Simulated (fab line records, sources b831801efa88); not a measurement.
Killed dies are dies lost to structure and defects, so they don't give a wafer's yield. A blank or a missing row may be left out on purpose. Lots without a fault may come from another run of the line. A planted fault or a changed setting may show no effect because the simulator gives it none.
A struck lot beside a sound one | flow gf180mcu | 18 steps out of a route of 602
Sound: wafers L500.1, L500.2, L500.5. Struck: wafer L510.1. (L510.4, L510.6 of the same lot were not struck and are left out.) The cause comes at the end.
At each step with rows: each side's tool, then ch and its chambers, then its first start. Under that, the readings that differ: sound wafers | struck wafers | difference of the means | sigmas: that difference in standard deviations of wafers without a fault.
alike: readings whose means differ by less than 2 such deviations, and words and numbers that are the same on both sides. not compared: withheld readings, readings that some wafer has no value for, bounds like >300 that may hide the same value, and numbers for which the record gives no deviation and whose values overlap.
The two part at a step that has a row with sigmas, a row that says differs or no value, or rows on one side only. Numbers that don't overlap but have no deviation are shown without sigmas and don't part them. A reading that every wafer of one side lacks parts them only if that side has two wafers or more.

first, 3 steps without rows for these wafers: GF_V2_EXPOSE_11 (exposes mask Via2, target cd 260 nm); GF_V2_PEB_12 (peb time 90 s); GF_V2_DEVELOP_13 (develop time 60 s).
GF_V2_CD_MEAS_14: target cd 260 nm.
  sound on cd_sem-02, day 20 13:40; struck on cd_sem-01, day 24 05:08
  reading    | sound             | struck | difference | sigmas
  cd_nm (nm) | 257.8 258.7 257.4 | 260.9  | +2.9       | +2
GF_V2_OVL_MEAS_15:
  sound on overlay-01, day 20 13:47; struck on overlay-01, day 24 05:15
  alike: V2_OVL
GF_V2_ETCH_16: etches BARC in N2/H2.
  sound on rie_diel-04 ch 1,2, day 20 13:49; struck on rie_diel-02 ch 1, day 24 05:17
  alike: drypump_motor_current_A, oes_product_au, throttle_valve_pct
GF_V2_ETCH_17: etches SiO2 in C4F8/O2/Ar, stops on TiN, target depth 630 nm.
  sound on rie_diel-04 ch 1,2; struck on rie_diel-02 ch 1
  alike: oes_product_au
GF_V2_STRIP_18: strips in O2/N2.
  sound on plasma_asher-02 ch 0,1, day 20 13:57; struck on plasma_asher-01 ch 1, day 24 05:25
  reading            | sound       | struck | difference | sigmas
  heater_power_w (W) | 335 369 374 | 289    | -70        | -2
  alike: drypump_motor_current_A, oes_product_au
  not compared: rf_hours_counter_h
then, 3 steps without rows for these wafers: GF_V2_STRIP_19 (strips in post etch residue remover, time 1200 s); GF_V2_CLEAN_20 (cleans in DIW); GF_V2_SPUTTER_21 (material Ti, target thk 15 nm, time 80.02 s).
GF_V2_SPUTTER_22: material TiN, target thk 10 nm, time 40 s.
  sound on pvd_sputter-01, day 20 14:32; struck on pvd_sputter-02, day 24 06:01
  alike: throttle_valve_pct
GF_V2_CVD_23: deposits W, target thk 350 nm, time 104.94 s.
  sound on cvd_w-02 ch 0,1, day 20 14:35; struck on cvd_w-02 ch 0, day 24 06:03
  reading                          | sound           | struck | difference | sigmas
  model.W_of_V2_CVD_23.thk_nm (nm) | 348 346.3 344.4 | 228.7  | -117.5     |
  alike: heater_power_w
  not compared: since_wet_clean_h
GF_V2_RS_MEAS_24: measures by four-point-probe.
  sound on film_metro-03, day 20 14:41; struck on film_metro-03, day 24 06:10
  reading          | sound             | struck | difference | sigmas
  V2_W_RS (ohm/sq) | 0.329 0.330 0.331 | 0.503  | +0.173     | +56
GF_V2_THK_MEAS_25: measures by xrf.
  sound on film_metro-03, day 20 14:49; struck on film_metro-03, day 24 06:17
  reading       | sound       | struck | difference | sigmas
  V2_W_THK (nm) | 343 342 342 | 227    | -115       | -25
GF_V2_CMP_26: polishes, stops on SiO2, t overpolish 15 s, target thk 0 nm.
  sound on cmp-02 ch 0,1, day 20 14:52; struck on cmp-01 ch 1, day 24 06:20
  reading                | sound    | struck | difference | sigmas
  time_to_endpoint_s (s) | 78 85 85 | 58     | -25        | -5
  alike: motor_current_A
GF_M3_SPUTTER_00: material Ti, target thk 37.5 nm, time 150 s.
  sound on pvd_sputter-04, day 20 15:10; struck on pvd_sputter-04, day 24 06:38
  alike: throttle_valve_pct
GF_PASSIVATION_PROBE_99:
  the record has rows for the sound wafers here (prober-02, day 29 14:40) and none for the struck ones

WHERE THEY PART
First at GF_V2_CD_MEAS_14; last, within this record, at GF_PASSIVATION_PROBE_99.

WHY: what the simulator had put in
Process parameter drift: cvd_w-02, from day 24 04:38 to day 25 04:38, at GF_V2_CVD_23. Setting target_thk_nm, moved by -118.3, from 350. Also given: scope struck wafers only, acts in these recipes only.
